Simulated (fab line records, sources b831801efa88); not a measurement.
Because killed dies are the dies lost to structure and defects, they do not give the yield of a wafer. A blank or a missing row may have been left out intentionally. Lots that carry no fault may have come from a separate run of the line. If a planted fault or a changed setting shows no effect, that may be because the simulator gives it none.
Which tool was responsible? ; flow sky130 ; Sampling: 13 lots, 36 wafers, 4 of 708 route steps

WHAT THE GAUGES SHOWED, per wafer
SKY_PWDE_OVL_MEAS_07.
lot;measured;on;PWDE_OVL (nm)
L488;day 3 22:49;overlay-02;0.9 -0.3 1.9
L490;day 4 08:07;overlay-02;-1.2 1.3 -0.3
L489;day 4 10:01;overlay-02;-1.0 -1.0 -0.5
L492;day 4 23:25;overlay-01;1.0 0.3 0.5
L493;day 5 02:16;overlay-01;0.1 0.5 3.4
L494;day 5 08:19;overlay-01;1.0 1.1 1.3
L503;day 7 15:10;overlay-02;0.5
L504;day 7 17:58;overlay-01;1.0
L506;day 8 03:31;overlay-01;0.1 3.0 1.1
L508;day 8 15:58;overlay-02;0.3 0.4 -0.3
L509;day 9 00:25;overlay-01;1.3 1.5 2.1
L511;day 9 10:28;overlay-02;-0.2 3.4 2.2

EACH LOT AND THE TOOL THAT RAN IT (in order: tool; ch and the chambers of the sampled wafers; start)
lot;SKY_FIELD_ISO_ETCH_15;SKY_FIELD_ISO_STRIP_16;SKY_DNWELL_STRIP_08
L488;rie-diel-02 ch 2,3, day 2 06:52;plasma-asher-03 ch 0,1, day 2 06:58;plasma-asher-02 ch 0,1, day 3 06:31
L490;rie-diel-02 ch 1,2,3, day 2 15:28;plasma-asher-04 ch 0,1, day 2 15:32;plasma-asher-01 ch 0,1, day 3 15:37
L489;rie-diel-01 ch 1,3, day 2 15:46;plasma-asher-01 ch 0, day 2 15:50;plasma-asher-02 ch 0,1, day 3 17:13
L492;rie-diel-02 ch 0,1, day 3 02:45;plasma-asher-01 ch 0,1, day 3 02:49;plasma-asher-02 ch 0, day 4 04:34
L493;rie-diel-02 ch 1,2,3, day 3 06:55;plasma-asher-03 ch 0,1, day 3 06:59;plasma-asher-01 ch 0,1, day 4 07:55
L494;rie-diel-02 ch 0,1,2, day 3 12:30;plasma-asher-03 ch 0,1, day 3 12:34;plasma-asher-03 ch 0,1, day 4 14:17
L498;rie-diel-02 ch 0,2, day 4 14:39;plasma-asher-04 ch 0, day 4 14:44;-
L503;rie-diel-02 ch 1,3, day 5 12:55;plasma-asher-04 ch 0,1, day 5 12:59;plasma-asher-03 ch 1, day 6 18:52
L504;rie-diel-02 ch 0,1, day 5 16:10;plasma-asher-01 ch 0,1, day 5 16:14;plasma-asher-02 ch 0, day 6 21:35
L506;rie-diel-03 ch 1,2,3, day 6 03:28;plasma-asher-03 ch 1, day 6 03:32;plasma-asher-03 ch 0,1, day 7 07:13
L508;rie-diel-01 ch 0,1,2, day 6 13:52;plasma-asher-01 ch 0,1, day 6 13:56;plasma-asher-01 ch 0,1, day 7 18:46
L509;rie-diel-03 ch 1,2,3, day 6 18:21;plasma-asher-03 ch 0,1, day 6 18:25;plasma-asher-03 ch 0,1, day 8 03:07
L511;rie-diel-03 ch 0,3, day 7 06:16;plasma-asher-04 ch 0,1, day 7 06:20;plasma-asher-03 ch 0,1, day 8 13:10
- SKY_FIELD_ISO_ETCH_15: etches the open film in CHF3/O2, stops on Si, target depth 180 nm, time 72 s.
- SKY_FIELD_ISO_STRIP_16: strips in O2/N2.
- SKY_DNWELL_STRIP_08: strips in O2/N2.

WHAT THE TOOLS THEMSELVES READ (means of the sampled wafers that have a number; where no wafer has one, the mark that the record gives instead)
SKY_FIELD_ISO_ETCH_15.
lot;tool;drypump-motor-current-A (A);oes-product-au (a.u.);rf-fwd-power-W (W);throttle-valve-pct (%)
L488;rie-diel-02;5.7;0.941;596.8;8.846
L490;rie-diel-02;5.5;0.946;595.7;8.849
L489;rie-diel-01;5.7;0.939;594.8;8.847
L492;rie-diel-02;6.1;0.943;595.5;8.843
L493;rie-diel-02;5.5;0.952;595.0;8.835
L494;rie-diel-02;5.9;0.939;597.2;8.839
L498;rie-diel-02;6.2;0.835;597.6;8.819
L503;rie-diel-02;5.3;0.887;592.8;8.832
L504;rie-diel-02;5.9;0.889;595.5;8.838
L506;rie-diel-03;5.7;0.950;595.6;8.838
L508;rie-diel-01;6.0;0.947;594.6;8.841
L509;rie-diel-03;5.7;0.940;594.7;8.847
L511;rie-diel-03;6.1;0.943;595.7;8.830

SKY_FIELD_ISO_STRIP_16.
lot;tool;drypump-motor-current-A (A);oes-product-au (a.u.);strip-time-to-endpoint-s (s)
L488;plasma-asher-03;5.3;0.381;3.557
L490;plasma-asher-04;5.8;0.381;3.560
L489;plasma-asher-01;6.0;0.379;3.542
L492;plasma-asher-01;5.4;0.382;3.525
L493;plasma-asher-03;5.3;0.377;3.580
L494;plasma-asher-03;5.3;0.380;3.582
L498;plasma-asher-04;5.2;0.395;3.995
L503;plasma-asher-04;5.7;0.385;3.726
L504;plasma-asher-01;5.5;0.385;3.750
L506;plasma-asher-03;5.2;0.377;3.550
L508;plasma-asher-01;5.7;0.371;3.535
L509;plasma-asher-03;5.4;0.378;3.558
L511;plasma-asher-04;5.8;0.381;3.590

SKY_DNWELL_STRIP_08.
lot;tool;drypump-motor-current-A (A);oes-product-au (a.u.);strip-time-to-endpoint-s (s)
L488;plasma-asher-02;6.0;0.716;36.88
L490;plasma-asher-01;5.7;0.721;36.76
L489;plasma-asher-02;6.1;0.720;36.85
L492;plasma-asher-02;6.0;0.719;36.99
L493;plasma-asher-01;5.4;0.726;36.90
L494;plasma-asher-03;5.3;0.725;36.85
L503;plasma-asher-03;5.2;0.731;36.74
L504;plasma-asher-02;6.0;0.724;36.99
L506;plasma-asher-03;5.3;0.722;36.87
L508;plasma-asher-01;5.7;0.721;36.92
L509;plasma-asher-03;5.4;0.724;36.76
L511;plasma-asher-03;5.3;0.722;36.82

THE ANSWER, worked out from the rows above alone
Rule: the usual values come from the lots themselves. Put in order of their means at a reading, lots are off if they are a third of the lots or fewer, leave a main group of 4 or more, and stand apart from it by a gap of 3 or more times the standard deviation of the main group's means; of several such gaps the widest counts. Not used: any main group whose means are identical at the precision the tables above print for the reading. A lot without any number at a reading at which 4 lots or more have one is off too. All remaining lots with rows at the step are treated as sound. Order of review: gauges by route order, followed by the tools' own readings, for which a lot's mean as printed above is used. The first step at which some lot is off is used, and at that step the reading that is off furthest; a lot without a number counts as furthest.
Off, at SKY_FIELD_ISO_ETCH_15 on oes-product-au: L498, L503, L504. The main group: mean 0.944 a.u., standard deviation 0.0044.
A tool fits if, at that step or a process step before it, it ran every lot that is off, and no sound lot after the first of them. One candidate fits, namely rie-diel-02 at SKY_FIELD_ISO_ETCH_15. Its last sound lot is L494 (day 3 12:30), its first lot that is off L498 (day 4 14:39): a fault that began between those two fits.
On the lots that are off, the tool's own readings at SKY_FIELD_ISO_ETCH_15 differ by more than 5 times the standard deviation of the sound lots' means, which bears it out; oes-product-au reads 0.870 a.u. there versus 0.944 a.u. on the sound lots.

WHAT HAD BEEN PUT IN BY THE SIMULATOR
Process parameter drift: rie-diel-02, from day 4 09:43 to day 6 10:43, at SKY_FIELD_ISO_ETCH_15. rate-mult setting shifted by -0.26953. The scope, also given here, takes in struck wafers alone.
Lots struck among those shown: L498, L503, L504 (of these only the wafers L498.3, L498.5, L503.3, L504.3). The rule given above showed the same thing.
